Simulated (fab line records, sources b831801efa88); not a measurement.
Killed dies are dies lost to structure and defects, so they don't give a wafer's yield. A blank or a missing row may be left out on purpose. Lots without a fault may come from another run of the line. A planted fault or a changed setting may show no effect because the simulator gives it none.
Which tool did it? | flow gf180mcu | 12 lots, 36 wafers sampled, at 5 steps of a route of 602

WHAT THE GAUGES READ, wafer by wafer
GF_HV_LDD_TW_MEAS_11.
lot  | measured     | on            | HV_LDD_TW
L582 | day 10 16:02 | film_metro-04 | 2391 2388 2391
L583 | day 10 20:20 | film_metro-04 | 2396 2385 2389
L584 | day 11 07:25 | film_metro-04 | 2381 2387 2400
L586 | day 11 22:14 | film_metro-03 | 2476 2495 2492
L588 | day 12 07:53 | film_metro-03 | 2485 2475 2491
L590 | day 13 04:53 | film_metro-02 | 2407 2411 2410
L592 | day 13 16:08 | film_metro-02 | 2400 2405 2406
L593 | day 13 22:15 | film_metro-02 | 2411 2408 2397
L595 | day 14 15:49 | film_metro-03 | 2470 2479 2467
L596 | day 15 06:05 | film_metro-03 | 2392 2398 2392
L601 | day 16 17:20 | film_metro-02 | 2336 2335 2327
L603 | day 17 02:32 | film_metro-02 | 2397 2397 2408

GF_HV_LDD_OVL_MEAS_20.
lot  | measured     | on         | HV_LDD_01_OVL (nm)
L582 | day 11 10:08 | overlay-01 | 0.6 0.9 -1.3
L583 | day 11 15:30 | overlay-01 | -1.9 -1.2 -2.0
L584 | day 12 02:00 | overlay-01 | -1.2 -0.6 -0.8
L586 | day 12 17:01 | overlay-01 | -1.9 -0.5 -1.4
L588 | day 13 03:39 | overlay-01 | -1.8 -1.3 -2.3
L590 | day 14 00:31 | overlay-02 | -1.2 -0.7 -1.6
L592 | day 14 12:33 | overlay-02 | -3.0 -0.9 -0.5
L593 | day 14 18:25 | overlay-01 | 0.4 1.2 -0.7
L595 | day 15 12:32 | overlay-01 | 0.2 -0.4 -1.2
L596 | day 16 03:52 | overlay-02 | 1.6 2.3 0.6
L601 | day 17 16:41 | overlay-02 | 2.5 1.4 3.0
L603 | day 18 01:55 | overlay-02 | 0.1 -0.8 -0.6

GF_HV_LDD_RS_MEAS_53: measures by four-point-probe.
lot  | measured     | on            | HV_LDD_RS (ohm/sq)
L582 | day 13 01:52 | film_metro-04 | 419.7 419.0 419.4
L583 | day 13 07:40 | film_metro-03 | 418.2 418.2 419.9
L584 | day 13 18:25 | film_metro-02 | 419.5 419.3 418.2
L586 | day 14 11:07 | film_metro-03 | 419.2 419.2 417.8
L588 | day 14 22:53 | film_metro-03 | 418.7 417.0 418.3
L590 | day 15 20:30 | film_metro-02 | 418.9 419.4 418.4
L592 | day 16 09:33 | film_metro-04 | 419.3 419.7 418.4
L593 | day 16 16:43 | film_metro-04 | 418.8 418.9 418.5
L595 | day 17 11:47 | film_metro-03 | 418.9 418.2 418.4
L596 | day 18 03:11 | film_metro-03 | 442.0 440.3 440.9
L601 | day 19 18:05 | film_metro-04 | 442.3 443.1 441.3
L603 | day 20 03:04 | film_metro-04 | 421.3 420.3 421.2

WHICH TOOL RAN EACH LOT (tool, then ch and the chambers of the sampled wafers, then the start)
lot  | GF_POLY_GATE_ETCH_12               | GF_HV_LDD_IMPLANT_09
L582 | rie_diel-02 ch 0,3, day 9 19:30    | implanter-02 ch 0, day 10 15:47
L583 | rie_diel-04 ch 1,2, day 10 00:41   | implanter-01 ch 0, day 10 20:05
L584 | rie_diel-04 ch 1,3, day 10 11:30   | implanter-04 ch 0, day 11 07:10
L586 | rie_diel-02 ch 2,3, day 11 00:08   | implanter-01 ch 0, day 11 21:59
L588 | rie_diel-03 ch 0,3, day 11 11:38   | implanter-01 ch 0, day 12 07:40
L590 | rie_diel-03 ch 0,1,2, day 12 05:18 | implanter-01 ch 0, day 13 04:40
L592 | rie_diel-02 ch 0,2,3, day 12 18:00 | implanter-04 ch 0, day 13 15:53
L593 | rie_diel-04 ch 0,2,3, day 13 00:03 | implanter-04 ch 0, day 13 22:02
L595 | rie_diel-02 ch 2,3, day 13 14:38   | implanter-04 ch 0, day 14 15:34
L596 | rie_diel-04 ch 0,1,2, day 14 02:50 | implanter-04 ch 0, day 15 05:53
L601 | rie_diel-04 ch 0,2,3, day 15 16:43 | implanter-04 ch 0, day 16 17:05
L603 | rie_diel-03 ch 1,2,3, day 16 02:25 | implanter-01 ch 0, day 17 02:17
- GF_POLY_GATE_ETCH_12: etches BARC in N2/H2.
- GF_HV_LDD_IMPLANT_09

WHAT THE TOOLS THEMSELVES READ (means of the sampled wafers that have a number; where no wafer has one, the mark that the record gives instead)
GF_POLY_GATE_ETCH_12.
lot  | tool        | chamber_pressure_mTorr (mTorr) | drypump_motor_current_A (A) | n2_flow_sccm (sccm) | oes_product_au (a.u.) | throttle_valve_pct (%)
L582 | rie_diel-02 | 29.980                         | 5.5                         | 99.98               | 0.740                 | 13.224
L583 | rie_diel-04 | 29.991                         | 5.3                         | 99.97               | 0.736                 | 13.210
L584 | rie_diel-04 | 30.019                         | 4.9                         | 99.97               | 0.739                 | 13.212
L586 | rie_diel-02 | 30.021                         | 5.5                         | 100.45              | 0.734                 | 13.212
L588 | rie_diel-03 | 30.010                         | 5.5                         | 99.77               | 0.739                 | 13.225
L590 | rie_diel-03 | 30.007                         | 5.4                         | 100.12              | 0.738                 | 13.212
L592 | rie_diel-02 | 30.006                         | 5.7                         | 100.12              | 0.735                 | 13.213
L593 | rie_diel-04 | 30.009                         | 5.7                         | 100.11              | 0.733                 | 13.203
L595 | rie_diel-02 | 30.011                         | 5.7                         | 99.90               | 0.738                 | 13.209
L596 | rie_diel-04 | 29.984                         | 5.5                         | 100.13              | 0.735                 | 13.208
L601 | rie_diel-04 | 29.972                         | 5.7                         | 99.90               | 0.736                 | 13.211
L603 | rie_diel-03 | 29.995                         | 5.2                         | 99.97               | 0.738                 | 13.214

GF_HV_LDD_IMPLANT_09.
lot  | tool         | dose_ions_cm2 | end_station_pressure_torr (Torr) | faraday_current_uA
L582 | implanter-02 | 1.0015e+14    | 5.44e-06                         | 559
L583 | implanter-01 | 1.0012e+14    | 5.36e-06                         | 565
L584 | implanter-04 | 1.0003e+14    | 5.46e-06                         | 553
L586 | implanter-01 | 9.9963e+13    | 5.62e-06                         | 556
L588 | implanter-01 | 9.9990e+13    | 5.36e-06                         | 555
L590 | implanter-01 | 1.0001e+14    | 5.69e-06                         | 561
L592 | implanter-04 | 9.9880e+13    | 5.29e-06                         | 570
L593 | implanter-04 | 1.0009e+14    | 5.49e-06                         | 567
L595 | implanter-04 | 1.0004e+14    | 5.35e-06                         | 549
L596 | implanter-04 | 8.8807e+13    | 5.26e-06                         | 512
L601 | implanter-04 | 8.8887e+13    | 5.51e-06                         | 498
L603 | implanter-01 | 9.9943e+13    | 5.44e-06                         | 576

THE ANSWER, worked out from the rows above alone
Rule: what is usual is taken from the lots themselves. Put in order of their means at a reading, lots are off if they are a third of the lots or fewer, leave a main group of 4 or more, and stand apart from it by a gap of 3 or more times the standard deviation of the main group's means; of several such gaps the widest counts. A main group whose means are all the same, to the digits that the tables above print for the reading, isn't used. A lot without any number at a reading at which 4 lots or more have one is off too. The other lots that the step has rows for count as sound. The gauges are gone through in route order, then the tools' own readings, and for those a lot's mean is taken as printed above. The first step at which some lot is off is used, and at that step the reading that is off furthest; a lot without a number counts as furthest.
Off: L596, L601, at GF_HV_LDD_RS_MEAS_53 (HV_LDD_RS). The main group: mean 419.0 ohm/sq, standard deviation 0.73.
A tool fits if, at a process step before that reading, it ran every lot that is off, and no sound lot after the first of them. The gauges at GF_HV_LDD_RS_MEAS_53 aren't tried: what is off there is off at GF_HV_LDD_IMPLANT_09 too, on other tools, and a gauge's error can't cause that. Can't be told from this: 2 tools fit, rie_diel-04 at GF_POLY_GATE_ETCH_12, implanter-04 at GF_HV_LDD_IMPLANT_09.

WHAT THE SIMULATOR HAD PUT IN
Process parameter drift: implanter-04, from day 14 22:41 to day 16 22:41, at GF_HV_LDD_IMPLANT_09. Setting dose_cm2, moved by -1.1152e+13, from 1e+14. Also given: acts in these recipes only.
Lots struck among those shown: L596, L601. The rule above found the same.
